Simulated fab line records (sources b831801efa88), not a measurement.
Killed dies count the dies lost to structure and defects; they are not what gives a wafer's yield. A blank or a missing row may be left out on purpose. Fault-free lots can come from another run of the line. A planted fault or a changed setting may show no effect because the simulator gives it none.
Which tool is to blame?    flow gf180mcu    13 lots, 39 wafers sampled, at 4 steps of a route of 602

## WHAT THE GAUGES READ, wafer by wafer
GF_HV_LDD_CD_MEAS_07: the cd target is 400 nm.
lot   measured      on         cd nm (nm)
L936  day 10 02:08  cd sem-02  397.8 398.7 397.5
L937  day 10 09:38  cd sem-01  401.4 402.7 403.3
L938  day 10 14:40  cd sem-02  404.6 403.7 403.9
L939  day 10 22:46  cd sem-01  396.4 398.1 400.0
L940  day 11 06:39  cd sem-02  400.5 398.9 399.8
L941  day 11 14:11  cd sem-01  399.1 399.8 399.7
L945  day 12 15:51  cd sem-01  402.0 403.1 401.0
L947  day 13 06:30  cd sem-02  399.0 402.5 401.9
L950  day 14 04:39  cd sem-01  397.3 398.6 398.7
L951  day 14 12:31  cd sem-02  403.2 403.7 402.3
L952  day 14 23:33  cd sem-02  399.3 400.0 400.7
L953  day 15 08:59  cd sem-02  400.1 399.2 401.4
L958  day 16 18:08  cd sem-01  400.7 400.4 400.7

GF_HV_LDD_CD_MEAS_31: the cd target is 400 nm.
lot   measured      on         cd nm (nm)
L936  day 11 16:14  cd sem-01  399.9 397.1 397.9
L937  day 11 22:32  cd sem-02  401.3 400.0 401.8
L938  day 12 04:40  cd sem-02  399.3 403.4 402.9
L939  day 12 13:04  cd sem-02  399.3 397.9 403.0
L940  day 12 21:54  cd sem-02  399.7 400.0 400.2
L941  day 13 05:35  cd sem-02  401.3 401.1 402.1
L945  day 14 08:52  cd sem-01  398.4 398.3 398.0
L947  day 15 00:43  cd sem-01  398.0 397.5 398.5
L950  day 16 00:37  cd sem-01  396.8 394.0 397.5
L951  day 16 09:21  cd sem-01  397.8 399.4 399.4
L952  day 16 20:37  cd sem-01  398.5 400.0 401.3
L953  day 17 06:17  cd sem-02  399.7 400.3 400.9
L958  day 18 17:17  cd sem-02  399.3 401.5 401.0

## WHICH TOOL RAN EACH LOT (tool, then ch and the chambers of the sampled wafers, then the start)
lot   GF_VT_IMPLANT_COAT_13              GF_VT_IMPLANT_STRIP_20
L936  litho track-04 ch 0, day 5 23:35   plasma asher-01 ch 0,1, day 6 07:32
L937  litho track-02 ch 0, day 6 05:35   plasma asher-01 ch 0, day 6 13:00
L938  litho track-02 ch 0, day 6 11:45   plasma asher-04 ch 0,1, day 6 19:35
L939  litho track-02 ch 0, day 6 18:30   plasma asher-04 ch 0,1, day 7 02:42
L940  litho track-04 ch 0, day 7 00:10   plasma asher-03 ch 0,1, day 7 08:08
L941  litho track-01 ch 0, day 7 05:29   plasma asher-03 ch 0,1, day 7 13:33
L945  litho track-02 ch 0, day 8 05:21   plasma asher-04 ch 0,1, day 8 13:35
L947  litho track-02 ch 0, day 8 17:15   plasma asher-04 ch 0,1, day 9 01:33
L950  litho track-04 ch 0, day 9 11:19   plasma asher-04 ch 0,1, day 9 20:39
L951  litho track-01 ch 0, day 9 17:10   plasma asher-01 ch 0,1, day 10 02:47
L952  litho track-01 ch 0, day 10 01:43  plasma asher-01 ch 0,1, day 10 11:05
L953  litho track-01 ch 0, day 10 09:56  plasma asher-04 ch 0,1, day 10 19:38
L958  litho track-04 ch 0, day 11 14:56  plasma asher-03 ch 0,1, day 12 01:08
- GF_VT_IMPLANT_COAT_13: resist thk 1000 nm.
- GF_VT_IMPLANT_STRIP_20: strips in O2/N2.

## WHAT THE TOOLS THEMSELVES READ (means of the sampled wafers that have a number; where no wafer has one, the mark that the record gives instead)
GF_VT_IMPLANT_STRIP_20.
lot   tool             drypump motor current A (A)  heater power w (W)  oes product au (a.u.)  strip time to endpoint s (s)
L936  plasma asher-01  5.8                          350                 0.716                  12.66
L937  plasma asher-01  5.6                          360                 0.713                  12.60
L938  plasma asher-04  6.3                          356                 0.713                  12.60
L939  plasma asher-04  6.4                          392                 0.720                  12.63
L940  plasma asher-03  5.3                          332                 0.718                  12.64
L941  plasma asher-03  5.3                          341                 0.713                  12.62
L945  plasma asher-04  6.3                          351                 0.713                  12.22
L947  plasma asher-04  6.3                          350                 0.719                  12.20
L950  plasma asher-04  6.4                          391                 0.711                  12.65
L951  plasma asher-01  5.8                          352                 0.718                  12.64
L952  plasma asher-01  5.7                          357                 0.717                  12.59
L953  plasma asher-04  6.3                          351                 0.717                  12.60
L958  plasma asher-03  5.8                          370                 0.713                  12.69

## THE ANSWER, worked out from the rows above alone
Rule: usual is defined by the lots themselves. Put in order of their means at a reading, lots are off if they are a third of the lots or fewer, leave a main group of 4 or more, and stand apart from it by a gap of 3 or more times the standard deviation of the main group's means; of several such gaps the widest counts. The tables above print the reading to a certain number of digits; a main group whose means all agree to those digits is not used. Also off: a lot with no number at a reading for which 4 or more lots have one. The other lots that the step has rows for count as sound. First the gauges in route order, then the tools' own readings, where a lot's mean is used as printed above. At the first step where some lot is off, the reading lying furthest off is the one used; lots without a number count as furthest.
Off: L945, L947 (GF_VT_IMPLANT_STRIP_20, strip time to endpoint s). The main group has a mean of 12.63 s with a standard deviation of 0.029.
If a tool, at that step or one of the process steps before it, ran each lot that is off and ran no sound lot following the first of them, it fits. One candidate fits, namely litho track-02 at GF_VT_IMPLANT_COAT_13. Its last sound lot is L939 (day 6 18:30), its first lot that is off L945 (day 8 05:21): a fault that began between those two fits.

## WHAT THE SIMULATOR HAD INSERTED
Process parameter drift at GF_VT_IMPLANT_COAT_13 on litho track-02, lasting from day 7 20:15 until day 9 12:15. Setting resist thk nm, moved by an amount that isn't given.
Lots struck among those shown: L945, L947. The rule above reached the same finding.
